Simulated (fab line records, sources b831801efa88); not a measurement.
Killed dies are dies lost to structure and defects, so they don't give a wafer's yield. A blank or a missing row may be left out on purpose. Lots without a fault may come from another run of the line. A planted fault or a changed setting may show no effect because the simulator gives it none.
Which tool did it? | flow sky130 | 24 lots, 72 wafers sampled, at 6 steps of a route of 708

WHAT THE GAUGES READ, wafer by wafer
SKY_POLY_GATE_THK_MEAS_21. Usual: POLY_GATE_OXIDATION_THK 3.99 nm, standard deviation 0.072.
lot  | measured     | on            | POLY_GATE_OXIDATION_THK (nm) | flag
L074 | day 16 13:16 | film_metro-02 | 4.03 3.99 4.06               |
L075 | day 16 20:08 | film_metro-02 | 4.08 3.95 3.96               |
L076 | day 17 01:44 | film_metro-03 | 3.94 3.99 3.93               |
L077 | day 17 08:56 | film_metro-02 | 4.00 4.15 4.07               |
L078 | day 17 22:13 | film_metro-03 | 4.08 4.13 4.15               |
L079 | day 18 05:02 | film_metro-02 | 3.97 3.91 4.12               |
L080 | day 18 11:52 | film_metro-03 | 4.01 3.99 3.92               |
L081 | day 19 02:18 | film_metro-04 | 4.05 4.02 3.99               |
L082 | day 19 11:10 | film_metro-04 | 3.96 4.02 3.93               |
L083 | day 19 18:35 | film_metro-02 | 4.16 4.11 4.07               |
L084 | day 20 06:13 | film_metro-04 | 3.95 3.97 4.05               |
L085 | day 20 15:34 | film_metro-03 | 3.95 4.08 4.01               |
L086 | day 20 20:43 | film_metro-03 | 3.91 3.92 3.99               |
L087 | day 21 04:41 | film_metro-04 | 4.08 3.98 4.00               |
L088 | day 21 15:23 | film_metro-04 | 3.95 4.02 3.96               |
L089 | day 22 01:49 | film_metro-02 | 4.06 4.01 3.99               |
L090 | day 22 14:44 | film_metro-02 | 4.02 4.14 4.04               |
L091 | day 22 17:53 | film_metro-02 | 3.98 4.08 4.07               |
L092 | day 23 02:22 | film_metro-04 | 3.96 3.92 4.02               |
L093 | day 23 16:23 | film_metro-02 | 3.93 3.95 3.93               |
L094 | day 23 20:14 | film_metro-02 | 3.92 3.87 3.90               |
L095 | day 24 07:50 | film_metro-03 | 3.86 3.98 3.83               |
L096 | day 24 16:40 | film_metro-04 | 3.96 4.02 4.00               |
L097 | day 24 22:56 | film_metro-04 | 3.96 3.97 3.92               |

SKY_CONTACT_BOW_MEAS_05. Usual: CONTACT_BOW 81 um, standard deviation 6.5.
lot  | measured     | on            | CONTACT_BOW (um) | flag
L074 | day 30 12:05 | film_metro-02 | 87 74 88         |
L075 | day 30 22:23 | film_metro-01 | 68 79 67         |
L076 | day 30 23:34 | film_metro-03 | 93 76 77         |
L077 | day 31 08:11 | film_metro-01 | 83 81 83         |
L078 | day 31 19:35 | film_metro-03 | 84 82 87         |
L079 | day 31 23:39 | film_metro-02 | 86 77 73         |
L080 | day 32 08:41 | film_metro-03 | 83 86 97         |
L081 | day 32 20:39 | film_metro-01 | 76 75 77         |
L082 | day 33 03:31 | film_metro-02 | 83 99 83         |
L083 | day 33 14:05 | film_metro-02 | 86 81 77         |
L084 | day 33 18:52 | film_metro-03 | 76 71 88         |
L085 | day 34 06:23 | film_metro-01 | 79 83 81         |
L086 | day 34 09:44 | film_metro-01 | 80 99 78         |
L087 | day 34 17:26 | film_metro-01 | 88 90 71         |
L088 | day 34 23:55 | film_metro-03 | 78 78 80         |
L089 | day 35 10:07 | film_metro-03 | 78 80 99         |
L090 | day 35 21:43 | film_metro-01 | 76 86 80         |
L091 | day 36 00:32 | film_metro-02 | 78 72 82         |
L092 | day 36 07:14 | film_metro-03 | 92 92 74         |
L093 | day 36 18:17 | film_metro-02 | 71 73 85         |
L094 | day 36 23:47 | film_metro-01 | 86 81 80         |
L095 | day 37 12:19 | film_metro-02 | 84 91 87         |
L096 | day 37 17:10 | film_metro-01 | 86 87 78         |
L097 | day 37 21:24 | film_metro-02 | 81 70 72         |

SKY_CONTACT_RS_MEAS_25: measures by four-point-probe. Usual: CONTACT_W_RS 0.334 ohm/sq, standard deviation 0.005.
lot  | measured     | on            | CONTACT_W_RS (ohm/sq) | flag
L074 | day 31 16:36 | film_metro-02 | 0.339 0.340 0.336     |
L075 | day 32 03:21 | film_metro-01 | 0.337 0.335 0.342     |
L076 | day 32 03:54 | film_metro-03 | 0.332 0.328 0.329     |
L077 | day 32 12:31 | film_metro-03 | 0.332 0.335 0.333     |
L078 | day 33 00:14 | film_metro-02 | 0.332 0.331 0.334     |
L079 | day 33 04:15 | film_metro-01 | 0.342 0.337 0.339     |
L080 | day 33 13:19 | film_metro-03 | 0.333 0.335 0.341     |
L081 | day 34 00:14 | film_metro-02 | 0.342 0.337 0.336     |
L082 | day 34 06:58 | film_metro-01 | 0.338 0.334 0.339     |
L083 | day 34 17:21 | film_metro-03 | 0.335 0.332 0.339     |
L084 | day 34 22:22 | film_metro-02 | 0.331 0.327 0.328     |
L085 | day 35 10:24 | film_metro-02 | 0.332 0.334 0.342     |
L086 | day 35 13:19 | film_metro-01 | 0.328 0.331 0.329     |
L087 | day 35 20:38 | film_metro-02 | 0.327 0.332 0.335     |
L088 | day 36 03:15 | film_metro-02 | 0.333 0.332 0.329     |
L089 | day 36 13:30 | film_metro-01 | 0.335 0.332 0.331     |
L090 | day 37 00:10 | film_metro-03 | 0.338 0.337 0.340     |
L091 | day 37 03:38 | film_metro-02 | 0.330 0.323 0.329     |
L092 | day 37 10:29 | film_metro-01 | 0.330 0.322 0.327     |
L093 | day 37 21:26 | film_metro-01 | 0.339 0.343 0.336     |
L094 | day 38 02:18 | film_metro-03 | 0.329 0.335 0.332     |
L095 | day 38 15:47 | film_metro-01 | 0.345 0.340 0.339     |
L096 | day 38 19:35 | film_metro-03 | 0.344 0.338 0.337     |
L097 | day 39 00:13 | film_metro-03 | 0.342 0.341 0.336     |

SKY_VIA1_THK_MEAS_01. Usual: VIA1_HDPCVD_THK 1030 nm, standard deviation 9.8.
lot  | measured     | on            | VIA1_HDPCVD_THK (nm) | flag
L074 | day 32 21:56 | film_metro-04 | 1040 1056 1062       |
L075 | day 33 07:08 | film_metro-02 | 1043 1039 1039       |
L076 | day 33 08:17 | film_metro-03 | 1027 1019 1025       |
L077 | day 33 17:19 | film_metro-03 | 1031 1036 1023       |
L078 | day 34 04:22 | film_metro-04 | 1038 1039 1036       |
L079 | day 34 08:05 | film_metro-04 | 1031 1047 1023       |
L080 | day 34 18:13 | film_metro-02 | 1040 1031 1039       |
L081 | day 35 05:08 | film_metro-04 | 1038 1031 1034       |
L082 | day 35 10:44 | film_metro-02 | 1035 1032 1027       |
L083 | day 35 20:56 | film_metro-03 | 1033 1017 1034       |
L084 | day 36 01:44 | film_metro-03 | 1027 1022 1007       |
L085 | day 36 13:33 | film_metro-03 | 1028 1024 1025       |
L086 | day 36 16:58 | film_metro-03 | 1029 1023 1045       |
L087 | day 36 23:48 | film_metro-02 | 1028 1036 1025       |
L088 | day 37 07:05 | film_metro-02 | 1035 1029 1036       |
L089 | day 37 17:15 | film_metro-02 | 1032 1021 1032       |
L090 | day 38 03:50 | film_metro-03 | 1033 1040 1020       |
L091 | day 38 07:25 | film_metro-02 | 1030 1027 1012       |
L092 | day 38 13:38 | film_metro-04 | 1034 1034 1031       |
L093 | day 39 00:52 | film_metro-03 | 1015 1022 1017       |
L094 | day 39 04:41 | film_metro-04 | 1017 1028 1010       |
L095 | day 39 18:12 | film_metro-04 | 1026 1035 1021       |
L096 | day 39 21:55 | film_metro-03 | 1031 1030 1019       |
L097 | day 40 02:52 | film_metro-04 | 1011 1010 1017       |

SKY_VIA1_OVL_MEAS_13. Usual: VIA1_OVL -1 nm, standard deviation 5.3.
lot  | measured     | on         | VIA1_OVL (nm) | flag
L074 | day 34 01:13 | overlay-02 | 1 4 4         |
L075 | day 34 10:10 | overlay-01 | -3 -6 -8      |
L076 | day 34 11:06 | overlay-02 | 3 0 -4        |
L077 | day 34 20:09 | overlay-02 | -5 -2 0       |
L078 | day 35 07:58 | overlay-02 | -6 -16 -9     |
L079 | day 35 10:36 | overlay-02 | 1 8 -2        |
L080 | day 35 20:58 | overlay-01 | -1 0 -5       |
L081 | day 36 07:47 | overlay-01 | -2 -8 0       |
L082 | day 36 13:55 | overlay-02 | -3 2 -1       |
L083 | day 36 22:49 | overlay-01 | -1 -5 -1      |
L084 | day 37 04:34 | overlay-02 | -2 4 -2       |
L085 | day 37 16:15 | overlay-02 | 7 4 4         |
L086 | day 37 19:28 | overlay-02 | 1 3 -3        |
L087 | day 38 02:04 | overlay-01 | -2 1 0        |
L088 | day 38 08:56 | overlay-02 | -8 -8 -5      |
L089 | day 38 19:22 | overlay-02 | -3 0 -2       |
L090 | day 39 05:42 | overlay-02 | -4 4 -1       |
L091 | day 39 07:57 | overlay-01 | 3 2 -1        |
L092 | day 39 15:13 | overlay-02 | -5 1 0        |
L093 | day 40 02:27 | overlay-01 | -3 -4 -9      |
L094 | day 40 05:37 | overlay-01 | 3 0 -7        |
L095 | day 40 18:37 | overlay-01 | 8 5 8         |
L096 | day 40 22:36 | overlay-01 | -4 -1 -9      |
L097 | day 41 03:55 | overlay-02 | 5 10 6        |

WHICH TOOL RAN EACH LOT (tool, then ch and the chambers of the sampled wafers, then the start)
lot  | SKY_METAL1_SPUTTER_04
L074 | pvd_sputter-04, day 31 17:09
L075 | pvd_sputter-01, day 32 03:54
L076 | pvd_sputter-04, day 32 04:32
L077 | pvd_sputter-02, day 32 13:05
L078 | pvd_sputter-02, day 33 00:48
L079 | pvd_sputter-04, day 33 04:48
L080 | pvd_sputter-04, day 33 14:08
L081 | pvd_sputter-04, day 34 00:46
L082 | pvd_sputter-01, day 34 07:32
L083 | pvd_sputter-02, day 34 17:54
L084 | pvd_sputter-01, day 34 22:54
L085 | pvd_sputter-01, day 35 10:58
L086 | pvd_sputter-04, day 35 13:53
L087 | pvd_sputter-01, day 35 21:12
L088 | pvd_sputter-01, day 36 03:47
L089 | pvd_sputter-02, day 36 14:31
L090 | pvd_sputter-01, day 37 00:43
L091 | pvd_sputter-04, day 37 04:12
L092 | pvd_sputter-01, day 37 11:04
L093 | pvd_sputter-01, day 37 22:00
L094 | pvd_sputter-04, day 38 02:51
L095 | pvd_sputter-01, day 38 16:19
L096 | pvd_sputter-04, day 38 20:22
L097 | pvd_sputter-01, day 39 00:50
- SKY_METAL1_SPUTTER_04: material TiN, target thk 70 nm, time 58.3 s.

WHAT THE TOOLS THEMSELVES READ (means of the sampled wafers that have a number; where no wafer has one, the mark that the record gives instead)
SKY_METAL1_SPUTTER_04. Usual: throttle_valve_pct 29.8 %, standard deviation 0.91.
lot  | tool           | throttle_valve_pct (%) | flag
L074 | pvd_sputter-04 | 30.4                   |
L075 | pvd_sputter-01 | 29.4                   |
L076 | pvd_sputter-04 | 30.0                   |
L077 | pvd_sputter-02 | 30.5                   |
L078 | pvd_sputter-02 | 29.9                   |
L079 | pvd_sputter-04 | 30.2                   |
L080 | pvd_sputter-04 | 30.4                   |
L081 | pvd_sputter-04 | 30.1                   |
L082 | pvd_sputter-01 | 28.8                   |
L083 | pvd_sputter-02 | 30.0                   |
L084 | pvd_sputter-01 | 28.6                   |
L085 | pvd_sputter-01 | 29.0                   |
L086 | pvd_sputter-04 | 29.9                   |
L087 | pvd_sputter-01 | 30.2                   |
L088 | pvd_sputter-01 | 29.6                   |
L089 | pvd_sputter-02 | 30.3                   |
L090 | pvd_sputter-01 | 29.8                   |
L091 | pvd_sputter-04 | 30.1                   |
L092 | pvd_sputter-01 | 29.2                   |
L093 | pvd_sputter-01 | 29.3                   |
L094 | pvd_sputter-04 | 30.5                   |
L095 | pvd_sputter-01 | 29.9                   |
L096 | pvd_sputter-04 | 29.6                   |
L097 | pvd_sputter-01 | 28.8                   |

THE ANSWER, worked out from the rows above alone
Rule: a lot is off if the mean of its wafers that have a number lies more than 3 standard deviations from the usual mean. A lot without any number at a reading at which 4 lots or more have one is off too. The other lots that the step has rows for count as sound. The gauges are gone through in route order, then the tools' own readings, and for those a lot's mean is taken as printed above. The first step at which some lot is off is used, and at that step the reading that is off furthest; a lot without a number counts as furthest.
No lot is off at any reading shown: from this, nothing can be told.

WHAT THE SIMULATOR HAD PUT IN
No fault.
